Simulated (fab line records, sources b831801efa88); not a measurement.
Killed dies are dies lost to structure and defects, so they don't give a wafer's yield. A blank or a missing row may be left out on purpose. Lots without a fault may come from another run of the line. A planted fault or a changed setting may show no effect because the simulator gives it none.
One fault seen from 2 desks | flow sky130 | each desk has only its own numbers; what lay behind them comes last

THE TOOL OWNER'S DESK: pvd_sputter-04
The tool's own readings at SKY_METAL5_SPUTTER_03 (material Ti, target thk 5 nm, time 3.3 s): means of the sampled wafers that have a number, for each lot that ran on this tool. A lot is out of limits, marked OUT, if its mean lies more than 4 standard deviations from the usual mean; the brackets give that distance.
Columns: A = throttle_valve_pct at SKY_METAL5_SPUTTER_03, usual 30.0 %
lot  | first seen here | A
L481 | day 45 01:35    | 30.0
L482 | day 45 06:02    | 30.7
L493 | day 47 23:14    | 30.3
This desk's finding: nothing out of limits on any of the 3 lots.

THE METROLOGY DESK
What the gauges read, lot by lot, whatever tool the lot ran on: means of the sampled wafers that have a number. A lot is out of limits, marked OUT, if its mean lies more than 4 standard deviations from the usual mean; the brackets give that distance.
Columns: A = VIA4_W_RS at SKY_VIA4_RS_MEAS_19, usual 0.227 ohm/sq; B = VIA4_W_THK at SKY_VIA4_THK_MEAS_20, usual 490 nm
lot  | first seen here | A     | B
L474 | day 42 12:45    | 0.224 | 496
L481 | day 45 01:00    | 0.224 | 497
L482 | day 45 04:26    | 0.228 | 486
L493 | day 47 22:39    | 0.226 | 491
L494 | day 48 00:23    | 0.232 | 484
L495 | day 48 01:16    | 0.226 | 492
This desk's finding: nothing out of limits on any of the 6 lots.

PUT TOGETHER
The tool owner's desk saw nothing out of limits.
The metrology desk saw nothing out of limits.

WHAT THE SIMULATOR HAD PUT IN
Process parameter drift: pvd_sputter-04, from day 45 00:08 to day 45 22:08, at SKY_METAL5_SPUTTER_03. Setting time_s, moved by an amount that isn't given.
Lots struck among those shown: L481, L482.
